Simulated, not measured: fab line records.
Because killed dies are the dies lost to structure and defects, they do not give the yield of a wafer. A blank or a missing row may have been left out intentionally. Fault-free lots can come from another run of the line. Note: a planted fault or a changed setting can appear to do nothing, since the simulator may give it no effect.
A lot that was struck, set against a sound lot    flow sky130    43 out of 708 route steps
Sound: the wafers L194.2, L194.4, L194.5. Wafers L205.4, L205.5, L205.6 were the ones struck. The cause comes at the end.
Each step with rows lists, per side, the tool, then ch with its chambers, then its first start. Under that, the readings that differ: sound wafers    struck wafers    difference of the means    sigmas: that difference in standard deviations of wafers without a fault.
alike: same words and numbers on both sides, and readings whose means sit less than 2 such deviations apart. not compared: any withheld reading, any reading some wafer has no value for, any bound like >300 that may hide the same value, and any number with overlapping values for which the record gives no deviation.
Wherever a step has rows on one side only, a row that says differs or no value, or a row with sigmas, the two part there. Numbers that have no deviation but don't overlap get no sigmas and don't part them. A reading that every wafer of one side lacks parts them only if that side has two wafers or more.

first, 7 steps without rows for these wafers: SKY_LDD_N_DEHYDRATE_00 (time 60 s); SKY_LDD_N_HMDS_01 (prime time 60 s); SKY_LDD_N_COAT_02 (resist thk 306 nm); SKY_LDD_N_SOFTBAKE_03 (time 60 s); SKY_LDD_N_EXPOSE_04 (exposes mask NTM, target cd 840 nm); SKY_LDD_N_PEB_05; SKY_LDD_N_DEVELOP_06 (develop time 60 s).
SKY_LDD_N_OVL_MEAS_07:
  struck on overlay-02, day 22 00:05; sound on overlay-01, day 17 20:34
  alike: LDD_N_OVL
then, 4 steps without rows for these wafers: SKY_LDD_N_IMPLANT_08; SKY_LDD_N_IMPLANT_09; SKY_LDD_N_IMPLANT_10; SKY_LDD_N_IMPLANT_11.
SKY_LDD_N_IMPLANT_12:
  sound on implanter-02 ch 0, day 17 21:13; struck on implanter-02 ch 0, day 22 00:46
then, 3 steps without rows for these wafers: SKY_LDD_N_IMPLANT_13; SKY_LDD_N_IMPLANT_14; SKY_LDD_N_IMPLANT_15.
SKY_LDD_N_STRIP_16: strips in O2/N2.
  sound on plasma-asher-03 ch 0,1, day 17 21:47; struck on plasma-asher-03 ch 0,1, day 22 01:20
  alike: drypump-motor-current-A, oes-product-au, strip-time-to-endpoint-s
  not compared: rf-hours-counter-h
SKY_LDD_N_TW_MEAS_17:
  struck on film-metro-03, day 22 01:25; sound on film-metro-04, day 17 21:54
  alike: LDD_N_TW
then, 7 steps without rows for these wafers: SKY_LDD_P_DEHYDRATE_00 (time 60 s); SKY_LDD_P_HMDS_01 (prime time 60 s); SKY_LDD_P_COAT_02 (resist thk 1140 nm); SKY_LDD_P_SOFTBAKE_03 (time 60 s); SKY_LDD_P_EXPOSE_04 (exposes mask PSDM, target cd 380 nm); SKY_LDD_P_PEB_05; SKY_LDD_P_DEVELOP_06 (develop time 60 s).
SKY_LDD_P_CD_MEAS_07 targets a cd of 380 nm.
  struck on cd-sem-02, day 23 07:55; sound on cd-sem-02, day 19 04:22
  alike: cd-nm
SKY_LDD_P_OVL_MEAS_08:
  struck on overlay-02, day 23 07:59; sound on overlay-02, day 19 04:29
  alike: LDD_P_OVL
next, for these wafers, 1 step has no rows: SKY_LDD_P_IMPLANT_09.
SKY_LDD_P_STRIP_10: strips in O2/N2.
  sound on plasma-asher-04 ch 0,1, day 19 04:40; struck on plasma-asher-03 ch 0,1, day 23 08:11
  alike: drypump-motor-current-A, oes-product-au, strip-time-to-endpoint-s
  not compared: rf-hours-counter-h
SKY_LDD_P_TW_MEAS_11:
  struck on film-metro-03, day 23 08:17; sound on film-metro-03, day 19 04:46
  alike: LDD_P_TW
then, 7 steps without rows for these wafers: SKY_LDD_HVN_DEHYDRATE_00 (time 60 s); SKY_LDD_HVN_HMDS_01 (prime time 60 s); SKY_LDD_HVN_COAT_02 (resist thk 300 nm); SKY_LDD_HVN_SOFTBAKE_03 (time 60 s); SKY_LDD_HVN_EXPOSE_04 (exposes mask HVNTM, target cd 700 nm); SKY_LDD_HVN_PEB_05; SKY_LDD_HVN_DEVELOP_06 (develop time 60 s).
SKY_LDD_HVN_OVL_MEAS_07:
  struck on overlay-02, day 24 14:03; sound on overlay-01, day 20 11:58
  alike: LDD_HVN_OVL
next, for these wafers, 1 step has no rows: SKY_LDD_HVN_IMPLANT_08.
SKY_LDD_HVN_STRIP_09: strips in O2/N2.
  sound on plasma-asher-04 ch 0,1, day 20 12:08; struck on plasma-asher-04 ch 0,1, day 24 14:15
  alike: drypump-motor-current-A, oes-product-au, strip-time-to-endpoint-s
  not compared: rf-hours-counter-h
SKY_LDD_HVN_TW_MEAS_10:
  struck on film-metro-04, day 24 14:21; sound on film-metro-02, day 20 12:15
  alike: LDD_HVN_TW
then, 1 step without rows for these wafers: SKY_LDD_HVP_DEHYDRATE_00 (time 60 s).
-- record jumps: 24 days separate the struck wafers' starts on either side; left off in module LDD_HVP, taken up again in module PAD_OPEN, whose first shown step is the route's number 708 --
SKY_PAD_OPEN_PROBE_99:
  struck on prober-02, day 48 15:59; sound on prober-01, day 46 02:32
reading                                  sound                    struck                   difference  sigmas
model.etest.nfet_01v8.drive-ua-um-range  7.096 11.12 10.26        19.09 18.89 14.7         +8.07       
model.etest.nfet_01v8.vt-v-range         0.01193 0.0131 0.007749  0.02593 0.01824 0.01693  +0.00944    
  alike: killed_at_M0_to_M3, killed_at_M4_up, killed-at-contacts, killed-at-front-end, killed-at-other, killed-dies, killed-on-rim, killed-open, killed-short

== WHERE THEY PART ==
Nowhere in this record.

WHY: what the simulator had put in
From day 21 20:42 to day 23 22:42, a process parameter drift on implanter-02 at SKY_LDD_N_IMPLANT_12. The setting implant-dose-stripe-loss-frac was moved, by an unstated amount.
